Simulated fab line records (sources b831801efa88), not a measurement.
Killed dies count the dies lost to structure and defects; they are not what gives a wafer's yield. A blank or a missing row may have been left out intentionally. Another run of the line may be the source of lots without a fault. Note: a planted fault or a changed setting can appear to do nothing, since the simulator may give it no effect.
Which tool did it? + flow sky130 + Sampling: 6 lots, 18 wafers, 3 of 708 route steps

## WHAT EACH GAUGE READ, for each wafer
SKY_VIA4_RS_MEAS_19: measurement is done with a four-point probe.
| lot  | measured     | on            | VIA4_W_RS (ohm/sq)   |
|------|--------------|---------------|----------------------|
| L624 | day 43 11:56 | film_metro-02 | 0.2282 0.2273 0.2295 |
| L628 | day 44 17:58 | film_metro-03 | 0.2260 0.2267 0.2279 |
| L638 | day 47 02:33 | film_metro-04 | 0.2281 0.2275 0.2273 |
| L640 | day 47 10:21 | film_metro-04 | 0.2283 0.2284 0.2267 |
| L642 | day 47 23:33 | film_metro-03 | 0.2292 0.2257 0.2245 |
| L645 | day 48 11:58 | film_metro-04 | 0.2292 0.2244 0.2272 |

## TOOL THAT RAN EACH LOT (tool first, then ch and the chambers of the sampled wafers, then the start)
| lot  | SKY_METAL4_METAL_ETCH_18          | SKY_VIA4_CVD_18               |
|------|-----------------------------------|-------------------------------|
| L624 | rie_metal-02 ch 0,1, day 42 10:07 | cvd_w-02 ch 0,1, day 43 11:46 |
| L628 | rie_metal-02 ch 0,1, day 43 17:17 | cvd_w-01 ch 0,1, day 44 17:50 |
| L638 | rie_metal-02 ch 1, day 46 03:46   | cvd_w-02 ch 0, day 47 02:24   |
| L640 | rie_metal-04 ch 0,1, day 46 12:55 | cvd_w-01 ch 1, day 47 10:12   |
| L642 | rie_metal-02 ch 0,1, day 47 01:10 | cvd_w-01 ch 0,1, day 47 23:24 |
| L645 | rie_metal-02 ch 0,1, day 47 14:25 | cvd_w-01 ch 0,1, day 48 11:49 |
- SKY_METAL4_METAL_ETCH_18: etches the open film in Cl2/BCl3, stops on SiO2, target depth 845 nm, time 183.1 s.
- SKY_VIA4_CVD_18: deposits W, target thk 505 nm, time 152.14 s.

## THE ANSWER, worked out from the rows above alone
Rule: the usual values come from the lots themselves. Put in order of their means at a reading, lots are off if they are a third of the lots or fewer, leave a main group of 4 or more, and stand apart from it by a gap of 3 or more times the standard deviation of the main group's means; of several such gaps the widest counts. If all means in a main group match to the digits the tables above print for the reading, that group is not used. Also off: a lot with no number at a reading for which 4 or more lots have one. Any other lot the step has rows for is counted as sound.
Across all readings shown, no lot is off: no conclusion can be drawn from this.

## WHAT THE SIMULATOR HAD INSERTED
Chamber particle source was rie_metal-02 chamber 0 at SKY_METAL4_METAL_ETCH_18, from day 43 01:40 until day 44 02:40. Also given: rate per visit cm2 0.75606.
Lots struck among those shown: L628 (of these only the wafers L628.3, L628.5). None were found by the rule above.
